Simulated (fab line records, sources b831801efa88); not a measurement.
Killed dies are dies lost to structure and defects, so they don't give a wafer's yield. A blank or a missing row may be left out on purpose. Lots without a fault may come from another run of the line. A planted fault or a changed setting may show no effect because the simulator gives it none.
Chamber matching | flow sky130 | SKY_VIA2_CMP_02 on cmp-02: 4 sister chambers
The step polishes SiO2. 4 wafers are shown with their chamber, then 12 later ones without.

WAFERS WITH THEIR CHAMBER
wafer  | chamber | motor_current_A (A)
L085.4 | 2       | 13.7
L091.3 | 1       | 11.3
L091.5 | 3       | 13.7
L091.6 | 0       | 11.4

WAFERS WITHOUT THEIR CHAMBER
wafer  | motor_current_A (A)
L092.2 | 13.2
L092.5 | 13.5
L092.6 | 13.8
L093.1 | 12.2
L093.2 | 13.0
L093.4 | 13.3
L094.1 | 11.8
L094.4 | 13.6
L094.5 | 12.3
L096.2 | 11.3
L096.4 | 13.5
L096.5 | 11.6

WHICH CHAMBER EACH WENT THROUGH
wafer  | from the rows above               | in truth
L092.2 | can't be placed: 2 or 3           | 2
L092.5 | can't be placed: 2 or 3           | 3
L092.6 | can't be placed: 2 or 3           | 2
L093.1 | can't be placed: 0 or 1 or 2 or 3 | 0
L093.2 | can't be placed: 2 or 3 or 0      | 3
L093.4 | can't be placed: 2 or 3           | 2
L094.1 | can't be placed: 0 or 1           | 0
L094.4 | can't be placed: 2 or 3           | 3
L094.5 | can't be placed: 0 or 1 or 2 or 3 | 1
L096.2 | can't be placed: 1 or 0           | 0
L096.4 | can't be placed: 2 or 3           | 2
L096.5 | can't be placed: 0 or 1           | 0
Placed correctly: 0 of 12. Can't be placed from these rows: 12 (the true chamber is among the candidates in 12). Placed wrongly: 0.
How it was worked out, from the rows above alone: a wafer's distance from a chamber is the root of the sum, over the readings, of the square of ((its reading less the chamber's mean) divided by the reading's scatter). The wafer belongs to the nearest chamber; if the next one is less than 2 further off, it can't be placed. A chamber's mean is the mean of its shown wafers. The scatter: with one shown wafer a chamber, the root of the mean of the squares of how far each hidden wafer lies from its nearest shown one.
